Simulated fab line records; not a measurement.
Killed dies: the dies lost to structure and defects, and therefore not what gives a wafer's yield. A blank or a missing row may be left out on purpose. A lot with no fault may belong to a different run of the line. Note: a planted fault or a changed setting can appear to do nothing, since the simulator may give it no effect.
Comparing a struck lot with a sound one / flow sky130 / 15 out of 708 route steps
Sound: these wafers, L334.4, L334.5, L334.6. The struck wafers were L352.1, L352.4, L352.5. The cause is named last.
Order at every step that has rows: each side's tool, ch and its chambers, its first start. Under that, the readings that differ: sound wafers / struck wafers / difference of the means / sigmas: that difference in standard deviations of wafers without a fault.
alike: readings whose means differ by less than 2 such deviations, and words and numbers that are the same on both sides. not compared: withheld readings, readings that some wafer has no value for, bounds like >300 that may hide the same value, and numbers for which the record gives no deviation and whose values overlap.
The two part at a step that has a row with sigmas, a row that says differs or no value, or rows on one side only. Numbers that have no deviation but don't overlap get no sigmas and don't part them. A reading missing from all wafers of one side parts the sides only when that side holds two or more wafers.

first, 1 step without rows for these wafers: SKY_CAP2M_DEVELOP_11 (develop time 60 s).
SKY_CAP2M_OVL_MEAS_12:
  sound on overlay-01 at day 40 17:14; struck on overlay-01 at day 45 20:43
  alike: CAP2M_OVL
SKY_CAP2M_METAL_ETCH_13: etches TiN in Cl2/BCl3, stops on SiO2, target depth 220 nm, time 62.9 s.
  sound on rieMetal-04 ch 0,1, day 40 17:16; struck on rieMetal-03 ch 0,1, day 45 20:45
  alike: bcl3FlowSccm, drypumpMotorCurrentA, oesProductAu, throttleValvePct
  not compared: rfHoursCounterH
SKY_CAP2M_STRIP_14: strips in O2/N2.
  sound on plasmaAsher-02 ch 0,1, day 40 17:22; struck on plasmaAsher-02 ch 0,1, day 45 20:49
  alike: drypumpMotorCurrentA, oesProductAu, stripTimeToEndpointS
  not compared: rfHoursCounterH
then, 8 steps without rows for these wafers: SKY_CAP2M_STRIP_15 (strips in post etch residue remover, time 1200 s); SKY_CAP2M_CLEAN_16 (cleans in IPA, time 180 s); SKY_CAP2M_CLEAN_17 (cleans in O3/DIW); SKY_METAL4_DEHYDRATE_05 (time 60 s); SKY_METAL4_HMDS_06 (prime time 60 s); SKY_METAL4_COAT_07 (resist thk 60 nm); SKY_METAL4_COAT_08 (resist thk 1140 nm); SKY_METAL4_SOFTBAKE_09 (time 90 s).
SKY_METAL4_EXPOSE_10: exposes mask MM4, target cd 300 nm.
  sound on krfScanner-02 ch 0, day 41 06:40; struck on krfScanner-02 ch 0, day 46 07:58
reading=model.METAL4.overlayXNm (nm); sound=2.79 2.79 2.79; struck=11.14 11.14 11.14; difference=+8.35; sigmas=
  alike: mask
then, 1 step without rows for these wafers: SKY_METAL4_PEB_11.
-- the record jumps here: 4 days lie between the struck wafers' starts before and after (it left off in module METAL4 and takes up again in module PAD_OPEN, whose first step shown is number 708 of the route) --
SKY_PAD_OPEN_PROBE_99:
  sound on prober-01 at day 45 18:08; struck on prober-01 at day 50 01:50
  alike: defectLimitedYield, killed_at_M0_to_M3, killed_at_M4_up, killedAtContacts, killedAtFrontEnd, killedAtOther, killedDies, killedOpen, killedShort, sort_bin_3_pad_short, sort_bin_5_function, sort_bin_6_memory, sortNPass, sortYieldPct

## WHERE THEY PART
Nowhere in this record.

WHY: what had been put in by the simulator
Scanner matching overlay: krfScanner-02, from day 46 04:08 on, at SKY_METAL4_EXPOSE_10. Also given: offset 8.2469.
